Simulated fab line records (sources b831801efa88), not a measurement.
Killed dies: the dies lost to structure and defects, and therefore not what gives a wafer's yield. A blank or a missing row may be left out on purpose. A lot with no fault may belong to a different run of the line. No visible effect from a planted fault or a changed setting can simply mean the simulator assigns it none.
fab line records | flow sky130
[record] lots = 5 | wafers = 23
route steps=708 shown VIA4@657 METAL5@663 PASSIVATION@687
start_h: start of the lot's first displayed wafer, in hours after the record's first day | wait_h: time in hours since the lot's previous step | " the same as in the row above | L1.1+2: several wafers, shown together as one row | - either no value or no given start | * or withheld: withheld | < > ~ a bound
route shown NAME@n: a module of which the file shows steps, and the number in the route of the first | usual: average and standard deviation across the fault-free wafers | same: alike in all rows | chamber/n: place in a boat | sites: the reading at each site | _std_site: the standard deviation of these | _edge_site: the outer-site mean with the inner-site mean subtracted | radius_mm: for every site, how far away it sits from the centre of the wafer | mask NAME#n: copy n | behind: the most recent tool/chamber to have shaped the wafer | hold: why the lot was held/for how many hours/how that ended | device: which transistor (n, p or np) failed to switch | end of line: the route-end tests of the same wafers | step lacking rows: just its recipe | killed: dies that structure and defects cost at the first sort, which is not the same as the wafer's yield | map: a wafer's dies, x killed, . not, _ none there
set.NAME: setting as actually run; set.NAME@STEP: the setting as run at that earlier step | model.NAME: the simulator's own value behind a step, which no gauge read
lots whose settings were changed on purpose; a table a step, a row a wafer
[[steps]]
[step SKY_VIA4_CVD_18]
[recipe] material = W | target_thk_nm = 505 | time_s = 152.14 | temp_c = 400 | pressure_torr = 40
lot.wafer | tool     | chamber | start_h | wait_h | set.temp_c | model.W_of_VIA4_CVD_18.thk_nm
L074.1    | cvd_w-01 | 1       | 1033.79 | 0.0    | 400        | 509.6
L074.2    | "        | 0       | "       | "      | 403.4      | 540.9
L074.3    | "        | 0       | "       | "      | 400        | 501.4
L074.5    | "        | 0       | "       | "      | 403.4      | 538
L074.6    | "        | 1       | "       | "      | 400        | 503.9
L077.1    | cvd_w-02 | 0       | 1033.86 | 0.0    | 400        | 495.8
L077.2    | "        | 1       | "       | "      | 400        | 509.5
L077.3    | "        | 1       | "       | "      | 400        | 510.3
L077.4    | "        | 0       | "       | "      | 400        | 492
L077.5    | "        | 1       | "       | "      | 400        | 511.5
L079.2    | cvd_w-01 | 1       | 1038.29 | 0.0    | 400        | 513.1
L079.3    | "        | 1       | "       | "      | 400        | 510.5
L079.4    | "        | 0       | "       | "      | 400        | 509.8
L079.5    | "        | 1       | "       | "      | 400        | 510.9
L079.6    | "        | 0       | "       | "      | 400        | 508.3
L080.1    | cvd_w-01 | 0       | 1043.15 | 0.0    | 388.5      | 401.8
L080.2    | "        | 1       | "       | "      | 400        | 503.4
L080.3    | "        | 1       | "       | "      | 388.5      | 404.3
L080.4    | "        | 0       | "       | "      | 388.5      | 405.4
L080.5    | "        | 0       | "       | "      | 400        | 497.9
L082.4    | cvd_w-02 | 1       | 1052.83 | 0.1    | 400        | 514.6
L082.5    | "        | 0       | "       | "      | 400        | 500.7
L082.6    | "        | 1       | "       | "      | 400        | 517.7
[step SKY_VIA4_RS_MEAS_19]
[recipe] thk_meas_gauge = four-point-probe | reads = W_of_VIA4_CVD_18+TiN_of_VIA4_SPUTTER_17
[usual] VIA4_W_RS = 0.2262/0.0028
lot.wafer | tool          | chamber | start_h | wait_h | set.temp_c@VIA4_CVD_18 | VIA4_W_RS[ohm/sq]
L074.1    | film_metro-03 | -       | 1033.94 | 0.1    | 400                    | 0.2244
L074.2    | "             | -       | "       | "      | 403.4                  | 0.2113
L074.3    | "             | -       | "       | "      | 400                    | 0.2279
L074.5    | "             | -       | "       | "      | 403.4                  | 0.2128
L074.6    | "             | -       | "       | "      | 400                    | 0.2271
L077.1    | film_metro-01 | -       | 1034.01 | 0.1    | 400                    | 0.2298
L077.2    | "             | -       | "       | "      | 400                    | 0.2245
L077.3    | "             | -       | "       | "      | 400                    | 0.2239
L077.4    | "             | -       | "       | "      | 400                    | 0.2323
L077.5    | "             | -       | "       | "      | 400                    | 0.2235
L079.2    | film_metro-01 | -       | 1038.46 | 0.1    | 400                    | 0.2227
L079.3    | "             | -       | "       | "      | 400                    | 0.2232
L079.4    | "             | -       | "       | "      | 400                    | 0.2237
L079.5    | "             | -       | "       | "      | 400                    | 0.2233
L079.6    | "             | -       | "       | "      | 400                    | 0.2255
L080.1    | film_metro-01 | -       | 1043.30 | 0.1    | 388.5                  | 0.2843
L080.2    | "             | -       | "       | "      | 400                    | 0.2266
L080.3    | "             | -       | "       | "      | 388.5                  | 0.2835
L080.4    | "             | -       | "       | "      | 388.5                  | 0.2825
L080.5    | "             | -       | "       | "      | 400                    | 0.2294
L082.4    | film_metro-01 | -       | 1052.99 | 0.1    | 400                    | 0.2220
L082.5    | "             | -       | "       | "      | 400                    | 0.2285
L082.6    | "             | -       | "       | "      | 400                    | 0.2209
[step SKY_VIA4_THK_MEAS_20]
[recipe] thk_meas_gauge = xrf | reads = W_of_VIA4_CVD_18
[usual] VIA4_W_THK = 504/7.4
lot.wafer | tool          | chamber | start_h | wait_h | set.temp_c@VIA4_CVD_18 | VIA4_W_THK[nm]
L074.1    | film_metro-03 | -       | 1034.06 | 0.1    | 400                    | 505
L074.2    | "             | -       | "       | "      | 403.4                  | 537
L074.3    | "             | -       | "       | "      | 400                    | 499
L074.5    | "             | -       | "       | "      | 403.4                  | 537
L074.6    | "             | -       | "       | "      | 400                    | 501
L077.1    | film_metro-01 | -       | 1034.13 | 0.1    | 400                    | 497
L077.2    | "             | -       | "       | "      | 400                    | 512
L077.3    | "             | -       | "       | "      | 400                    | 512
L077.4    | "             | -       | "       | "      | 400                    | 494
L077.5    | "             | -       | "       | "      | 400                    | 515
L079.2    | film_metro-01 | -       | 1038.57 | 0.1    | 400                    | 518
L079.3    | "             | -       | "       | "      | 400                    | 513
L079.4    | "             | -       | "       | "      | 400                    | 512
L079.5    | "             | -       | "       | "      | 400                    | 514
L079.6    | "             | -       | "       | "      | 400                    | 511
L080.1    | film_metro-01 | -       | 1043.42 | 0.1    | 388.5                  | 403
L080.2    | "             | -       | "       | "      | 400                    | 506
L080.3    | "             | -       | "       | "      | 388.5                  | 405
L080.4    | "             | -       | "       | "      | 388.5                  | 407
L080.5    | "             | -       | "       | "      | 400                    | 501
L082.4    | film_metro-01 | -       | 1053.08 | 0.1    | 400                    | 518
L082.5    | "             | -       | "       | "      | 400                    | 502
L082.6    | "             | -       | "       | "      | 400                    | 517
[step SKY_METAL5_SPUTTER_02]
[recipe] material = AlCu | target_thk_nm = 1150 | power_w = 10600 | time_s = 61.2 | chamber_pressure_pa = 0.4
lot.wafer | tool           | chamber | start_h | wait_h | set.power_w | model.AlCu_of_METAL5_SPUTTER_02.thk_nm
L074.1    | pvd_sputter-01 | -       | 1034.47 | 0.0    | 10600       | 1159
L074.2    | "              | -       | "       | "      | 10600       | 1162
L074.3    | "              | -       | "       | "      | 10150       | 1128
L074.5    | "              | -       | "       | "      | 10600       | 1157
L074.6    | "              | -       | "       | "      | 10150       | 1118
L077.1    | pvd_sputter-04 | -       | 1034.54 | 0.0    | 11590       | 1233
L077.2    | "              | -       | "       | "      | 10600       | 1166
L077.3    | "              | -       | "       | "      | 11590       | 1254
L077.4    | "              | -       | "       | "      | 11590       | 1264
L077.5    | "              | -       | "       | "      | 10600       | 1158
L079.2    | pvd_sputter-04 | -       | 1038.97 | 0.0    | 10600       | 1134
L079.3    | "              | -       | "       | "      | 9773        | 1063
L079.4    | "              | -       | "       | "      | 10600       | 1158
L079.5    | "              | -       | "       | "      | 9773        | 1045
L079.6    | "              | -       | "       | "      | 10600       | 1149
L080.1    | pvd_sputter-04 | -       | 1043.85 | 0.0    | 10600       | 1156
L080.2    | "              | -       | "       | "      | 11350       | 1210
L080.3    | "              | -       | "       | "      | 11350       | 1223
L080.4    | "              | -       | "       | "      | 10600       | 1149
L080.5    | "              | -       | "       | "      | 11350       | 1213
L082.4    | pvd_sputter-04 | -       | 1053.46 | 0.0    | 10600       | 1145
L082.5    | "              | -       | "       | "      | 10600       | 1119
L082.6    | "              | -       | "       | "      | 10600       | 1153
[step SKY_METAL5_SPUTTER_03]
[recipe] material = Ti | target_thk_nm = 5 | power_w = 3000 | time_s = 3.3 | chamber_pressure_pa = 0.4
[step SKY_METAL5_SPUTTER_04]
[recipe] material = TiN | target_thk_nm = 70 | power_w = 6500 | time_s = 58.3 | chamber_pressure_pa = 0.4
[step SKY_METAL5_RS_MEAS_05]
[recipe] thk_meas_gauge = four-point-probe | reads = TiN_of_METAL5_SPUTTER_04+Ti_of_METAL5_SPUTTER_03+AlCu_of_METAL5_SPUTTER_02+TiN_of_METAL5_SPUTTER_01+Ti_of_METAL5_SPUTTER_00
[usual] METAL5_ALCU_RS = 0.0270/0.00037
lot.wafer | tool          | chamber | start_h | wait_h | set.power_w@METAL5_SPUTTER_02 | METAL5_ALCU_RS[ohm/sq]
L074.1    | film_metro-04 | -       | 1034.59 | 0.0    | 10600                         | 0.0269
L074.2    | "             | -       | "       | "      | 10600                         | 0.0268
L074.3    | "             | -       | "       | "      | 10150                         | 0.0276
L074.5    | "             | -       | "       | "      | 10600                         | 0.0269
L074.6    | "             | -       | "       | "      | 10150                         | 0.0279
L077.1    | film_metro-01 | -       | 1034.65 | 0.0    | 11590                         | 0.0252
L077.2    | "             | -       | "       | "      | 10600                         | 0.0266
L077.3    | "             | -       | "       | "      | 11590                         | 0.0247
L077.4    | "             | -       | "       | "      | 11590                         | 0.0246
L077.5    | "             | -       | "       | "      | 10600                         | 0.0268
L079.2    | film_metro-02 | -       | 1039.10 | 0.0    | 10600                         | 0.0274
L079.3    | "             | -       | "       | "      | 9773                          | 0.0293
L079.4    | "             | -       | "       | "      | 10600                         | 0.0268
L079.5    | "             | -       | "       | "      | 9773                          | 0.0298
L079.6    | "             | -       | "       | "      | 10600                         | 0.0270
L080.1    | film_metro-01 | -       | 1043.97 | 0.0    | 10600                         | 0.0269
L080.2    | "             | -       | "       | "      | 11350                         | 0.0256
L080.3    | "             | -       | "       | "      | 11350                         | 0.0254
L080.4    | "             | -       | "       | "      | 10600                         | 0.0271
L080.5    | "             | -       | "       | "      | 11350                         | 0.0256
L082.4    | film_metro-04 | -       | 1053.64 | 0.1    | 10600                         | 0.0272
L082.5    | "             | -       | "       | "      | 10600                         | 0.0279
L082.6    | "             | -       | "       | "      | 10600                         | 0.0270
[step SKY_METAL5_THK_MEAS_06]
[recipe] thk_meas_gauge = xrf | reads = AlCu_of_METAL5_SPUTTER_02
[usual] METAL5_ALCU_THK = 1152/17
lot.wafer | tool          | chamber | start_h | wait_h | set.power_w@METAL5_SPUTTER_02 | METAL5_ALCU_THK[nm]
L074.1    | film_metro-04 | -       | 1034.71 | 0.1    | 10600                         | 1159
L074.2    | "             | -       | "       | "      | 10600                         | 1150
L074.3    | "             | -       | "       | "      | 10150                         | 1117
L074.5    | "             | -       | "       | "      | 10600                         | 1149
L074.6    | "             | -       | "       | "      | 10150                         | 1112
L077.1    | film_metro-01 | -       | 1034.77 | 0.1    | 11590                         | 1242
L077.2    | "             | -       | "       | "      | 10600                         | 1174
L077.3    | "             | -       | "       | "      | 11590                         | 1265
L077.4    | "             | -       | "       | "      | 11590                         | 1273
L077.5    | "             | -       | "       | "      | 10600                         | 1168
L079.2    | film_metro-02 | -       | 1039.21 | 0.1    | 10600                         | 1129
L079.3    | "             | -       | "       | "      | 9773                          | 1061
L079.4    | "             | -       | "       | "      | 10600                         | 1163
L079.5    | "             | -       | "       | "      | 9773                          | 1037
L079.6    | "             | -       | "       | "      | 10600                         | 1135
L080.1    | film_metro-01 | -       | 1044.09 | 0.1    | 10600                         | 1163
L080.2    | "             | -       | "       | "      | 11350                         | 1211
L080.3    | "             | -       | "       | "      | 11350                         | 1231
L080.4    | "             | -       | "       | "      | 10600                         | 1159
L080.5    | "             | -       | "       | "      | 11350                         | 1221
L082.4    | film_metro-04 | -       | 1053.73 | 0.1    | 10600                         | 1144
L082.5    | "             | -       | "       | "      | 10600                         | 1110
L082.6    | "             | -       | "       | "      | 10600                         | 1145
[step SKY_METAL5_EXPOSE_11]
[recipe] mask_id = MM5 | na = 0.6 | source_shape = conventional | sigma_outer = 0.6 | polarization = unpolarized | target_cd_nm = 1600 | dose_mj = 190
lot.wafer      | tool             | chamber | start_h | wait_h | mask  | set.dose_mj
L074.1+3+5     | iline_stepper-01 | 0       | -       | -      | MM5#0 | 190
L074.2+6       | "                | 0       | "       | "      | MM5#0 | 193.9
L077.1+2+3+4+5 | iline_stepper-02 | 0       | -       | -      | MM5#0 | 190
L079.2+3+4+5+6 | iline_stepper-01 | 0       | -       | -      | MM5#0 | 190
L080.1+2+3+4+5 | iline_stepper-01 | 0       | -       | -      | MM5#0 | 190
L082.4+5+6     | iline_stepper-02 | 0       | -       | -      | MM5#0 | 190
[step SKY_METAL5_PEB_12]
[recipe] temp_c = withheld | time_s = * | resist = NOVOLAK
[step SKY_METAL5_DEVELOP_13]
[recipe] resist = NOVOLAK | developer = TMAH | develop_time_s = 60 | dev_temp_c = 23.66
[step SKY_METAL5_DESCUM_14]
[recipe] chemistry = O2 | source_power_w = 150 | bias_power_w = 0 | pressure_mtorr = 10 | temp_c = 40 | time_s = 11
[step SKY_METAL5_METAL_ETCH_15]
[recipe] target_depth_a = 12600 | stop_on = SiO2 | over_etch_frac = 0.2 | time_s = 252 | chemistry = Cl2/BCl3 | resist_sidewall_deg = 86 | pressure_mtorr = 10 | icp_w = 900 | bias_w = 48.5 | Cl2_flow_sccm = 60 | bcl3_flow_sccm = 30
[usual] oes_product_au = 0.895/0.0051
lot.wafer | tool         | chamber | start_h | wait_h | set.power_w@METAL5_SPUTTER_02 | oes_product_au
L074.1    | rie_metal-01 | 1       | 1055.76 | 0.0    | 10600                         | 0.892
L074.2    | "            | 0       | "       | "      | 10600                         | 0.899
L074.3    | "            | 1       | "       | "      | 10150                         | 0.889
L074.5    | "            | 0       | "       | "      | 10600                         | 0.898
L074.6    | "            | 1       | "       | "      | 10150                         | 0.890
L077.1    | rie_metal-04 | 1       | 1056.01 | 0.1    | 11590                         | 0.919
L077.2    | "            | 1       | "       | "      | 10600                         | 0.892
L077.3    | "            | 1       | "       | "      | 11590                         | 0.924
L077.4    | "            | 1       | "       | "      | 11590                         | 0.930
L077.5    | "            | 1       | "       | "      | 10600                         | 0.900
L079.2    | rie_metal-03 | 0       | 1060.07 | 0.0    | 10600                         | 0.902
L079.3    | "            | 1       | "       | "      | 9773                          | 0.866
L079.4    | "            | 0       | "       | "      | 10600                         | 0.894
L079.5    | "            | 0       | "       | "      | 9773                          | 0.852
L079.6    | "            | 1       | "       | "      | 10600                         | 0.891
L080.1    | rie_metal-04 | 0       | 1065.71 | 0.0    | 10600                         | 0.897
L080.2    | "            | 1       | "       | "      | 11350                         | 0.910
L080.3    | "            | 0       | "       | "      | 11350                         | 0.905
L080.4    | "            | 1       | "       | "      | 10600                         | 0.894
L080.5    | "            | 1       | "       | "      | 11350                         | 0.913
L082.4    | rie_metal-01 | 1       | 1074.54 | 0.1    | 10600                         | 0.894
L082.5    | "            | 1       | "       | "      | 10600                         | 0.901
L082.6    | "            | 0       | "       | "      | 10600                         | 0.892
[step SKY_PASSIVATION_COAT_06]
[recipe] spin_rpm = 2000 | resist_thk_nm = 3000
lot.wafer  | tool           | chamber | start_h | wait_h | set.spin_rpm | model.coat_of_PASSIVATION_COAT_06.thk_nm
L074.1     | litho_track-01 | 0       | 1066.18 | 0.1    | 2000         | 3010
L074.2     | "              | 0       | "       | "      | 1915         | 3061
L074.3+5   | "              | 0       | "       | "      | 1915         | 3060
L074.6     | "              | 0       | "       | "      | 2000         | 2994
L077.1     | litho_track-01 | 0       | 1066.83 | 0.1    | 1884         | 3087
L077.2     | "              | 0       | "       | "      | 1884         | 3100
L077.3     | "              | 0       | "       | "      | 2000         | 2992
L077.4     | "              | 0       | "       | "      | 2000         | 2991
L077.5     | "              | 0       | "       | "      | 2000         | 2999
L079.2     | litho_track-02 | 0       | 1071.59 | 0.1    | 2071         | 2958
L079.3     | "              | 0       | "       | "      | 2071         | 2949
L079.4     | "              | 0       | "       | "      | 2000         | 3006
L079.5     | "              | 0       | "       | "      | 2000         | 3005
L079.6     | "              | 0       | "       | "      | 2071         | 2961
L080.1     | litho_track-01 | 0       | 1077.73 | 0.1    | 2000         | 2993
L080.2+3+5 | "              | 0       | "       | "      | 2000         | 2986
L080.4     | "              | 0       | "       | "      | 2000         | 2997
L082.4     | litho_track-03 | 0       | 1086.26 | 0.1    | 2000         | 3003
L082.5     | "              | 0       | "       | "      | 2000         | 2999
L082.6     | "              | 0       | "       | "      | 2000         | 2995
[step SKY_PASSIVATION_SOFTBAKE_07]
[recipe] temp_c = 110 | time_s = withheld
[step SKY_PASSIVATION_EXPOSE_08]
[recipe] mask_id = NSM | target_cd_nm = 3000 | na = 0.57 | dose_mj = 260
[step SKY_PASSIVATION_PEB_09]
[recipe] temp_c = 115 | time_s = withheld
[step SKY_PASSIVATION_DEVELOP_10]
[recipe] develop_time_s = 61.78 | dev_temp_c = 23
[step SKY_PASSIVATION_ETCH_11]
[recipe] chemistry = CF4/O2 | target_depth_nm = 725 | stop_on = AlCu | source_w = 800 | bias_w = 150 | pressure_mtorr = 150 | cf4_flow_sccm = 80 | O2_flow_sccm = 10 | time_s = 161.1
lot.wafer | tool        | chamber | start_h | wait_h | set.spin_rpm@PASSIVATION_COAT_06 | model.coat_of_PASSIVATION_COAT_06.thk_nm
L074.1    | rie_diel-04 | 1       | 1077.41 | -      | 2000                             | 2534
L074.2    | "           | 3       | "       | "      | 1915                             | 2587
L074.3    | "           | 2       | "       | "      | 1915                             | 2549
L074.5    | "           | 3       | "       | "      | 1915                             | 2586
L074.6    | "           | 0       | "       | "      | 2000                             | 2504
L077.1    | rie_diel-01 | 2       | 1078.69 | -      | 1884                             | 2617
L077.2    | "           | 3       | "       | "      | 1884                             | 2600
L077.3    | "           | 0       | "       | "      | 2000                             | 2503
L077.4    | "           | 1       | "       | "      | 2000                             | 2510
L077.5    | "           | 3       | "       | "      | 2000                             | 2497
L079.2+6  | rie_diel-01 | 1,0     | 1082.76 | -      | 2071                             | 2481
L079.3    | "           | 0       | "       | "      | 2071                             | 2464
L079.4    | "           | 3       | "       | "      | 2000                             | 2511
L079.5    | "           | 3       | "       | "      | 2000                             | 2509
L080.1    | rie_diel-01 | 0       | 1088.24 | -      | 2000                             | 2508
L080.2+5  | "           | 3       | "       | "      | 2000                             | 2489
L080.3    | "           | 2       | "       | "      | 2000                             | 2515
L080.4    | "           | 1       | "       | "      | 2000                             | 2520
L082.4    | rie_diel-03 | 1       | 1096.74 | -      | 2000                             | 2514
L082.5    | "           | 0       | "       | "      | 2000                             | 2531
L082.6    | "           | 1       | "       | "      | 2000                             | 2508
[step SKY_PASSIVATION_STRIP_12]
[recipe] chemistry = O2/N2 | power_w = 1400 | pressure_mtorr = 1500 | platen_temp_c = withheld | overash_fraction = 0.7 | o2_flow_sccm = 3000 | n2_flow_sccm = 300
[usual] strip_time_to_endpoint_s = 31.52/0.18
lot.wafer | tool            | chamber | start_h | wait_h | set.spin_rpm@PASSIVATION_COAT_06 | strip_time_to_endpoint_s
L074.1    | plasma_asher-04 | 1       | 1077.52 | 0.1    | 2000                             | 31.72
L074.2    | "               | 0       | "       | "      | 1915                             | 32.34
L074.3    | "               | 0       | "       | "      | 1915                             | 31.91
L074.5    | "               | 0       | "       | "      | 1915                             | 32.30
L074.6    | "               | 1       | "       | "      | 2000                             | 31.37
L077.1    | plasma_asher-01 | 0       | 1078.79 | 0.1    | 1884                             | 32.68
L077.2    | "               | 1       | "       | "      | 1884                             | 32.48
L077.3    | "               | 1       | "       | "      | 2000                             | 31.37
L077.4    | "               | 0       | "       | "      | 2000                             | 31.45
L077.5    | "               | 0       | "       | "      | 2000                             | 31.29
L079.2    | plasma_asher-04 | 0       | 1082.87 | 0.1    | 2071                             | 31.10
L079.3    | "               | 1       | "       | "      | 2071                             | 30.90
L079.4    | "               | 0       | "       | "      | 2000                             | 31.45
L079.5    | "               | 1       | "       | "      | 2000                             | 31.43
L079.6    | "               | 0       | "       | "      | 2071                             | 31.12
L080.1    | plasma_asher-03 | 1       | 1088.34 | 0.1    | 2000                             | 31.43
L080.2    | "               | 0       | "       | "      | 2000                             | 31.20
L080.3    | "               | 1       | "       | "      | 2000                             | 31.50
L080.4    | "               | 0       | "       | "      | 2000                             | 31.57
L080.5    | "               | 1       | "       | "      | 2000                             | 31.21
L082.4    | plasma_asher-03 | 1       | 1096.88 | 0.1    | 2000                             | 31.49
L082.5    | "               | 1       | "       | "      | 2000                             | 31.69
L082.6    | "               | 0       | "       | "      | 2000                             | 31.42
[[key]]
[split] step = SKY_VIA4_CVD_18 | setting = temp_c | stated = 400 | by = wafer
[response] step = SKY_VIA4_CVD_18 | reading = model.W_of_VIA4_CVD_18.thk_nm | change = +34.2 | per = 1% | r = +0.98
[response] step = SKY_VIA4_RS_MEAS_19 | reading = VIA4_W_RS | change = -0.0191 | per = 1% | r = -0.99
[response] step = SKY_VIA4_THK_MEAS_20 | reading = VIA4_W_THK | change = +34.8 | per = 1% | r = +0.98
[split] step = SKY_METAL5_SPUTTER_02 | setting = power_w | stated = 10600 | by = wafer
[response] step = SKY_METAL5_SPUTTER_02 | reading = model.AlCu_of_METAL5_SPUTTER_02.thk_nm | change = +9.96 | per = 1% | r = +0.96
[response] step = SKY_METAL5_RS_MEAS_05 | reading = METAL5_ALCU_RS | change = -0.000235 | per = 1% | r = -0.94
[response] step = SKY_METAL5_THK_MEAS_06 | reading = METAL5_ALCU_THK | change = +9.92 | per = 1% | r = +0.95
[response] step = SKY_METAL5_METAL_ETCH_15 | reading = oes_product_au | change = +0.00316 | per = 1% | r = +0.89
[split] step = SKY_METAL5_EXPOSE_11 | setting = dose_mj | stated = 190 | by = wafer
response none clear
[split] step = SKY_PASSIVATION_COAT_06 | setting = spin_rpm | stated = 2000 | by = wafer
[response] step = SKY_PASSIVATION_COAT_06 | reading = model.coat_of_PASSIVATION_COAT_06.thk_nm | change = -15.5 | per = 1% | r = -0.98
[response] step = SKY_PASSIVATION_ETCH_11 | reading = model.coat_of_PASSIVATION_COAT_06.thk_nm | change = -15 | per = 1% | r = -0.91
[response] step = SKY_PASSIVATION_STRIP_12 | reading = strip_time_to_endpoint_s | change = * | per = 1% | r = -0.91
